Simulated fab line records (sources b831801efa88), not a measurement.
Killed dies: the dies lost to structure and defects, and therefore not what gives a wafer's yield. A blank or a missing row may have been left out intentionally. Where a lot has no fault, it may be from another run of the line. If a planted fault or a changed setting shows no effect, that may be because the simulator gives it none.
Which of the tools did it? :: flow gf180mcu :: Sampling: 12 lots, 36 wafers, 5 of 602 route steps

WHAT EACH GAUGE READ, for each wafer
GF_LVPWELL_OVL_MEAS_07. Usual: LVPWELL_OVL 0.4 nm, standard deviation 1.4.
lot: L725
measured: day 3 19:28
on: overlay-01
LVPWELL_OVL (nm): 0.6 -1.0 0.6
flag: 

lot: L726
measured: day 4 02:23
on: overlay-01
LVPWELL_OVL (nm): 0.9 2.1 0.0
flag: 

lot: L727
measured: day 4 09:24
on: overlay-02
LVPWELL_OVL (nm): -0.9 -1.7 -1.1
flag: 

lot: L729
measured: day 4 20:00
on: overlay-01
LVPWELL_OVL (nm): 1.0 1.6 2.4
flag: 

lot: L735
measured: day 6 05:39
on: overlay-01
LVPWELL_OVL (nm): 3.2 1.7 2.6
flag: 

lot: L738
measured: day 6 22:17
on: overlay-02
LVPWELL_OVL (nm): 2.2 0.7 -1.3
flag: 

lot: L739
measured: day 7 03:40
on: overlay-01
LVPWELL_OVL (nm): - - -
flag: OFF

lot: L741
measured: day 7 15:49
on: overlay-02
LVPWELL_OVL (nm): -0.7 0.8 0.5
flag: 

lot: L743
measured: day 8 02:13
on: overlay-02
LVPWELL_OVL (nm): -1.1 -1.6 -2.9
flag: 

lot: L744
measured: day 8 08:21
on: overlay-01
LVPWELL_OVL (nm): 0.8 0.9 2.3
flag: 

lot: L745
measured: day 8 15:12
on: overlay-02
LVPWELL_OVL (nm): -1.1 -0.2 1.4
flag: 

lot: L746
measured: day 8 18:21
on: overlay-02
LVPWELL_OVL (nm): 2.5 0.7 0.0
flag: 

GF_LVPWELL_TW_MEAS_11. Usual: LVPWELL_TW 557, standard deviation 3.9.
lot: L725
measured: day 3 19:55
on: film_metro-02
LVPWELL_TW: 561 561 562
flag: 

lot: L726
measured: day 4 02:50
on: film_metro-02
LVPWELL_TW: 559 561 562
flag: 

lot: L727
measured: day 4 09:50
on: film_metro-01
LVPWELL_TW: 556 556 558
flag: 

lot: L729
measured: day 4 20:27
on: film_metro-01
LVPWELL_TW: 556 554 556
flag: 

lot: L735
measured: day 6 06:05
on: film_metro-01
LVPWELL_TW: 552 553 551
flag: 

lot: L738
measured: day 6 22:43
on: film_metro-01
LVPWELL_TW: 548 552 550
flag: 

lot: L739
measured: day 7 04:06
on: film_metro-01
LVPWELL_TW: 30 30 30
flag: OFF

lot: L741
measured: day 7 16:15
on: film_metro-02
LVPWELL_TW: 558 556 559
flag: 

lot: L743
measured: day 8 02:40
on: film_metro-02
LVPWELL_TW: 557 556 557
flag: 

lot: L744
measured: day 8 08:48
on: film_metro-02
LVPWELL_TW: 560 560 558
flag: 

lot: L745
measured: day 8 15:38
on: film_metro-03
LVPWELL_TW: 561 558 560
flag: 

lot: L746
measured: day 8 18:47
on: film_metro-01
LVPWELL_TW: 556 555 554
flag: 

GF_VT_IMPLANT_TW_MEAS_10. Usual: VT_IMPLANT_TW 560, standard deviation 3.
lot: L725
measured: day 5 14:15
on: film_metro-04
VT_IMPLANT_TW: 559 563 560
flag: 

lot: L726
measured: day 5 20:41
on: film_metro-04
VT_IMPLANT_TW: 560 559 557
flag: 

lot: L727
measured: day 6 05:46
on: film_metro-04
VT_IMPLANT_TW: 559 559 558
flag: 

lot: L729
measured: day 6 16:01
on: film_metro-04
VT_IMPLANT_TW: 561 556 557
flag: 

lot: L735
measured: day 8 06:41
on: film_metro-01
VT_IMPLANT_TW: 557 559 561
flag: 

lot: L738
measured: day 8 23:46
on: film_metro-04
VT_IMPLANT_TW: 561 558 562
flag: 

lot: L739
measured: day 9 04:54
on: film_metro-04
VT_IMPLANT_TW: 559 557 562
flag: 

lot: L741
measured: day 9 18:50
on: film_metro-04
VT_IMPLANT_TW: 558 562 563
flag: 

lot: L743
measured: day 10 06:23
on: film_metro-03
VT_IMPLANT_TW: 565 563 562
flag: 

lot: L744
measured: day 10 13:04
on: film_metro-03
VT_IMPLANT_TW: 563 566 563
flag: 

lot: L745
measured: day 10 19:36
on: film_metro-03
VT_IMPLANT_TW: 567 563 567
flag: 

lot: L746
measured: day 11 00:02
on: film_metro-01
VT_IMPLANT_TW: 558 561 558
flag: 

WHAT TOOL EACH LOT RAN ON (gives the tool, then ch and the chambers of the sampled wafers, and finally the start)
lot: L725
GF_LVPWELL_EXPOSE_04: iline_stepper-02 ch 0, day 3 13:40
GF_MVSD_STRIP_10: plasma_asher-02 ch 0,1, day 4 09:07

lot: L726
GF_LVPWELL_EXPOSE_04: iline_stepper-01 ch 0, day 3 20:13
GF_MVSD_STRIP_10: plasma_asher-04 ch 0,1, day 4 16:38

lot: L727
GF_LVPWELL_EXPOSE_04: iline_stepper-01 ch 0, day 4 03:04
GF_MVSD_STRIP_10: plasma_asher-03 ch 0,1, day 4 23:38

lot: L729
GF_LVPWELL_EXPOSE_04: iline_stepper-01 ch 0, day 4 13:22
GF_MVSD_STRIP_10: plasma_asher-04 ch 0,1, day 5 10:43

lot: L735
GF_LVPWELL_EXPOSE_04: iline_stepper-01 ch 0, day 5 22:23
GF_MVSD_STRIP_10: plasma_asher-04 ch 0,1, day 6 21:53

lot: L738
GF_LVPWELL_EXPOSE_04: iline_stepper-02 ch 0, day 6 14:41
GF_MVSD_STRIP_10: plasma_asher-04 ch 0,1, day 7 14:28

lot: L739
GF_LVPWELL_EXPOSE_04: iline_stepper-02 ch 0, day 6 20:37
GF_MVSD_STRIP_10: plasma_asher-03 ch 0,1, day 7 19:56

lot: L741
GF_LVPWELL_EXPOSE_04: iline_stepper-02 ch 0, day 7 07:54
GF_MVSD_STRIP_10: plasma_asher-04 ch 0,1, day 8 08:38

lot: L743
GF_LVPWELL_EXPOSE_04: iline_stepper-02 ch 0, day 7 18:22
GF_MVSD_STRIP_10: plasma_asher-02 ch 0,1, day 8 19:02

lot: L744
GF_LVPWELL_EXPOSE_04: iline_stepper-02 ch 0, day 7 23:59
GF_MVSD_STRIP_10: plasma_asher-02 ch 0,1, day 9 01:44

lot: L745
GF_LVPWELL_EXPOSE_04: iline_stepper-01 ch 0, day 8 07:26
GF_MVSD_STRIP_10: plasma_asher-02 ch 0,1, day 9 07:59

lot: L746
GF_LVPWELL_EXPOSE_04: iline_stepper-02 ch 0, day 8 10:44
GF_MVSD_STRIP_10: plasma_asher-02 ch 0, day 9 12:23
- GF_LVPWELL_EXPOSE_04: exposes mask LVPWELL, target cd 600 nm.
- GF_MVSD_STRIP_10: strips in O2/N2.

WHAT THE TOOLS THEMSELVES READ (means of the sampled wafers that have a number; where no wafer has one, the mark that the record gives instead)
GF_MVSD_STRIP_10. Usual: chamber_pressure_mTorr 1499.9 mTorr, standard deviation 1.4; drypump_motor_current_A 5.62 A, standard deviation 0.28; heater_power_w 328 W, standard deviation 25; oes_product_au 0.722 a.u., standard deviation 0.0044; strip_time_to_endpoint_s 37.02 s, standard deviation 0.078.
lot: L725
tool: plasma_asher-02
chamber_pressure_mTorr (mTorr): 1499.9
drypump_motor_current_A (A): 5.90
heater_power_w (W): 315
oes_product_au (a.u.): 0.719
strip_time_to_endpoint_s (s): 37.03
flag: 

lot: L726
tool: plasma_asher-04
chamber_pressure_mTorr (mTorr): 1499.5
drypump_motor_current_A (A): 5.48
heater_power_w (W): 331
oes_product_au (a.u.): 0.724
strip_time_to_endpoint_s (s): 36.93
flag: 

lot: L727
tool: plasma_asher-03
chamber_pressure_mTorr (mTorr): 1501.2
drypump_motor_current_A (A): 5.47
heater_power_w (W): 321
oes_product_au (a.u.): 0.726
strip_time_to_endpoint_s (s): 36.96
flag: 

lot: L729
tool: plasma_asher-04
chamber_pressure_mTorr (mTorr): 1500.7
drypump_motor_current_A (A): 5.46
heater_power_w (W): 328
oes_product_au (a.u.): 0.722
strip_time_to_endpoint_s (s): 37.05
flag: 

lot: L735
tool: plasma_asher-04
chamber_pressure_mTorr (mTorr): 1499.3
drypump_motor_current_A (A): 5.38
heater_power_w (W): 352
oes_product_au (a.u.): 0.723
strip_time_to_endpoint_s (s): 37.02
flag: 

lot: L738
tool: plasma_asher-04
chamber_pressure_mTorr (mTorr): 1498.6
drypump_motor_current_A (A): 5.39
heater_power_w (W): 351
oes_product_au (a.u.): 0.717
strip_time_to_endpoint_s (s): 37.07
flag: 

lot: L739
tool: plasma_asher-03
chamber_pressure_mTorr (mTorr): 1500.0
drypump_motor_current_A (A): 5.61
heater_power_w (W): 320
oes_product_au (a.u.): 0.720
strip_time_to_endpoint_s (s): 36.98
flag: 

lot: L741
tool: plasma_asher-04
chamber_pressure_mTorr (mTorr): 1500.2
drypump_motor_current_A (A): 5.37
heater_power_w (W): 351
oes_product_au (a.u.): 0.721
strip_time_to_endpoint_s (s): 37.10
flag: 

lot: L743
tool: plasma_asher-02
chamber_pressure_mTorr (mTorr): 1499.8
drypump_motor_current_A (A): 5.78
heater_power_w (W): 319
oes_product_au (a.u.): 0.722
strip_time_to_endpoint_s (s): 37.04
flag: 

lot: L744
tool: plasma_asher-02
chamber_pressure_mTorr (mTorr): 1500.5
drypump_motor_current_A (A): 5.77
heater_power_w (W): 320
oes_product_au (a.u.): 0.720
strip_time_to_endpoint_s (s): 36.99
flag: 

lot: L745
tool: plasma_asher-02
chamber_pressure_mTorr (mTorr): 1500.1
drypump_motor_current_A (A): 5.93
heater_power_w (W): 313
oes_product_au (a.u.): 0.721
strip_time_to_endpoint_s (s): 37.03
flag: 

lot: L746
tool: plasma_asher-02
chamber_pressure_mTorr (mTorr): 1499.0
drypump_motor_current_A (A): 5.63
heater_power_w (W): 325
oes_product_au (a.u.): 0.722
strip_time_to_endpoint_s (s): 37.09
flag: 

THE ANSWER, worked out from the rows above alone
Rule: a lot is off if the mean of its wafers that have a number lies more than 3 standard deviations from the usual mean. Also off: a lot with no number at a reading for which 4 or more lots have one. Any other lot the step has rows for is counted as sound. The gauges are gone through in route order, then the tools' own readings, and for those a lot's mean is taken as printed above. At the first step where some lot is off, the reading lying furthest off is the one used; lots without a number count as furthest.
Off: at GF_LVPWELL_OVL_MEAS_07 (LVPWELL_OVL), L739. Without a number there: L739.
A tool fits if, at a process step before that reading, it ran every lot that is off, and no sound lot after the first of them. The gauges at GF_LVPWELL_OVL_MEAS_07 aren't tried: what is off there is off at GF_LVPWELL_TW_MEAS_11 too, on other tools, and a gauge's error can't cause that. No candidate that was tried fits.

WHAT THE SIMULATOR HAD PUT IN
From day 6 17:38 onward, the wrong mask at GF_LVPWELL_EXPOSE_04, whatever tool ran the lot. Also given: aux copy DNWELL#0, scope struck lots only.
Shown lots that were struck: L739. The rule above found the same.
